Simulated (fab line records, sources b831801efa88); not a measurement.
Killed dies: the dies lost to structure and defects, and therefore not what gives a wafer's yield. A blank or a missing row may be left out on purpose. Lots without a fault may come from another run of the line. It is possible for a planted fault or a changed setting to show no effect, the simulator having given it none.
Which tool did it? / flow sky130 / Sampling: 13 lots, 39 wafers, 3 of 708 route steps

== WHAT THE GAUGES SHOWED, per wafer ==
SKY_VIA4_THK_MEAS_01.
lot=L396; measured=day 41 07:36; on=filmMetro-03; VIA4_HDPCVD_THK (nm)=1744 1763 1773
lot=L397; measured=day 41 19:41; on=filmMetro-02; VIA4_HDPCVD_THK (nm)=1750 1773 1747
lot=L398; measured=day 41 17:14; on=filmMetro-02; VIA4_HDPCVD_THK (nm)=1739 1715 1731
lot=L404; measured=day 43 19:09; on=filmMetro-01; VIA4_HDPCVD_THK (nm)=1740 1749 1734
lot=L406; measured=day 44 10:55; on=filmMetro-03; VIA4_HDPCVD_THK (nm)=1737 1736 1734
lot=L407; measured=day 44 16:42; on=filmMetro-03; VIA4_HDPCVD_THK (nm)=1734 1747 1775
lot=L409; measured=day 45 05:21; on=filmMetro-01; VIA4_HDPCVD_THK (nm)=1734 1724 1739
lot=L410; measured=day 45 10:17; on=filmMetro-03; VIA4_HDPCVD_THK (nm)=1751 1736 1742
lot=L413; measured=day 46 20:31; on=filmMetro-01; VIA4_HDPCVD_THK (nm)=1728 1719 1729
lot=L415; measured=day 47 05:18; on=filmMetro-01; VIA4_HDPCVD_THK (nm)=1742 1768 1755
lot=L417; measured=day 47 16:48; on=filmMetro-03; VIA4_HDPCVD_THK (nm)=1719 1721 1756
lot=L416; measured=day 47 17:49; on=filmMetro-02; VIA4_HDPCVD_THK (nm)=1751 1770 1770
lot=L419; measured=day 48 22:37; on=filmMetro-03; VIA4_HDPCVD_THK (nm)=1759 1783 1761

SKY_VIA4_BOW_MEAS_03.
lot=L396; measured=day 41 07:58; on=filmMetro-03; VIA4_BOW (um)=92 91 86
lot=L397; measured=day 41 20:03; on=filmMetro-02; VIA4_BOW (um)=76 75 78
lot=L398; measured=day 41 17:37; on=filmMetro-03; VIA4_BOW (um)=89 79 89
lot=L404; measured=day 43 19:31; on=filmMetro-02; VIA4_BOW (um)=67 82 93
lot=L406; measured=day 44 11:17; on=filmMetro-01; VIA4_BOW (um)=73 64 68
lot=L407; measured=day 44 17:04; on=filmMetro-02; VIA4_BOW (um)=76 78 82
lot=L409; measured=day 45 05:44; on=filmMetro-03; VIA4_BOW (um)=62 59 57
lot=L410; measured=day 45 10:40; on=filmMetro-02; VIA4_BOW (um)=82 77 76
lot=L413; measured=day 46 20:53; on=filmMetro-02; VIA4_BOW (um)=78 82 79
lot=L415; measured=day 47 05:41; on=filmMetro-02; VIA4_BOW (um)=80 84 75
lot=L417; measured=day 47 17:10; on=filmMetro-01; VIA4_BOW (um)=87 85 96
lot=L416; measured=day 47 18:11; on=filmMetro-02; VIA4_BOW (um)=68 69 73
lot=L419; measured=day 48 22:58; on=filmMetro-02; VIA4_BOW (um)=68 77 71

== TOOL THAT RAN EACH LOT (tool first, then ch and the chambers of the sampled wafers, then the start) ==
lot=L396; SKY_VT_ADJUST_NCORE_STRIP_10=plasmaAsher-01 ch 0,1, day 8 07:22
lot=L397; SKY_VT_ADJUST_NCORE_STRIP_10=plasmaAsher-01 ch 0,1, day 8 17:19
lot=L398; SKY_VT_ADJUST_NCORE_STRIP_10=plasmaAsher-01 ch 0,1, day 8 19:32
lot=L404; SKY_VT_ADJUST_NCORE_STRIP_10=plasmaAsher-02 ch 0,1, day 10 14:12
lot=L406; SKY_VT_ADJUST_NCORE_STRIP_10=plasmaAsher-01 ch 0,1, day 11 06:00
lot=L407; SKY_VT_ADJUST_NCORE_STRIP_10=plasmaAsher-01 ch 0,1, day 11 14:04
lot=L409; SKY_VT_ADJUST_NCORE_STRIP_10=plasmaAsher-02 ch 0,1, day 12 02:56
lot=L410; SKY_VT_ADJUST_NCORE_STRIP_10=plasmaAsher-02 ch 0,1, day 12 10:01
lot=L413; SKY_VT_ADJUST_NCORE_STRIP_10=plasmaAsher-01 ch 0,1, day 13 21:19
lot=L415; SKY_VT_ADJUST_NCORE_STRIP_10=plasmaAsher-03 ch 0,1, day 14 13:56
lot=L417; SKY_VT_ADJUST_NCORE_STRIP_10=plasmaAsher-02 ch 0,1, day 15 02:37
lot=L416; SKY_VT_ADJUST_NCORE_STRIP_10=plasmaAsher-03 ch 0,1, day 15 02:55
lot=L419; SKY_VT_ADJUST_NCORE_STRIP_10=plasmaAsher-02 ch 0,1, day 17 02:39
- SKY_VT_ADJUST_NCORE_STRIP_10: strips in O2/N2.

== WHAT THE TOOLS THEMSELVES READ (means of the sampled wafers that have a number; where no wafer has one, the mark that the record gives instead) ==
SKY_VT_ADJUST_NCORE_STRIP_10.
lot=L396; tool=plasmaAsher-01; drypumpMotorCurrentA (A)=6.0; oesProductAu (a.u.)=0.716; stripTimeToEndpointS (s)=14.16
lot=L397; tool=plasmaAsher-01; drypumpMotorCurrentA (A)=6.4; oesProductAu (a.u.)=0.716; stripTimeToEndpointS (s)=14.19
lot=L398; tool=plasmaAsher-01; drypumpMotorCurrentA (A)=6.0; oesProductAu (a.u.)=0.712; stripTimeToEndpointS (s)=14.21
lot=L404; tool=plasmaAsher-02; drypumpMotorCurrentA (A)=5.9; oesProductAu (a.u.)=0.719; stripTimeToEndpointS (s)=14.18
lot=L406; tool=plasmaAsher-01; drypumpMotorCurrentA (A)=6.0; oesProductAu (a.u.)=0.718; stripTimeToEndpointS (s)=14.19
lot=L407; tool=plasmaAsher-01; drypumpMotorCurrentA (A)=6.0; oesProductAu (a.u.)=0.716; stripTimeToEndpointS (s)=14.13
lot=L409; tool=plasmaAsher-02; drypumpMotorCurrentA (A)=5.9; oesProductAu (a.u.)=0.712; stripTimeToEndpointS (s)=14.16
lot=L410; tool=plasmaAsher-02; drypumpMotorCurrentA (A)=5.8; oesProductAu (a.u.)=0.720; stripTimeToEndpointS (s)=14.16
lot=L413; tool=plasmaAsher-01; drypumpMotorCurrentA (A)=6.0; oesProductAu (a.u.)=0.709; stripTimeToEndpointS (s)=14.19
lot=L415; tool=plasmaAsher-03; drypumpMotorCurrentA (A)=5.5; oesProductAu (a.u.)=0.720; stripTimeToEndpointS (s)=14.16
lot=L417; tool=plasmaAsher-02; drypumpMotorCurrentA (A)=5.9; oesProductAu (a.u.)=0.718; stripTimeToEndpointS (s)=14.23
lot=L416; tool=plasmaAsher-03; drypumpMotorCurrentA (A)=5.6; oesProductAu (a.u.)=0.720; stripTimeToEndpointS (s)=14.22
lot=L419; tool=plasmaAsher-02; drypumpMotorCurrentA (A)=5.9; oesProductAu (a.u.)=0.714; stripTimeToEndpointS (s)=14.15

== THE ANSWER, worked out from the rows above alone ==
Rule: the lots themselves supply what counts as usual. Put in order of their means at a reading, lots are off if they are a third of the lots or fewer, leave a main group of 4 or more, and stand apart from it by a gap of 3 or more times the standard deviation of the main group's means; of several such gaps the widest counts. A main group whose means are all the same, to the digits that the tables above print for the reading, isn't used. A lot without any number at a reading at which 4 lots or more have one is off too. Where the step has rows for the other lots, those lots are counted as sound. After the gauges, taken in route order, come the tools' own readings; for these a lot's mean is taken, as printed above. At the first step where some lot is off, the reading lying furthest off is the one used; lots without a number count as furthest.
Nothing can be told from this: no lot is off at any reading shown.

== WHAT THE SIMULATOR PUT IN ==
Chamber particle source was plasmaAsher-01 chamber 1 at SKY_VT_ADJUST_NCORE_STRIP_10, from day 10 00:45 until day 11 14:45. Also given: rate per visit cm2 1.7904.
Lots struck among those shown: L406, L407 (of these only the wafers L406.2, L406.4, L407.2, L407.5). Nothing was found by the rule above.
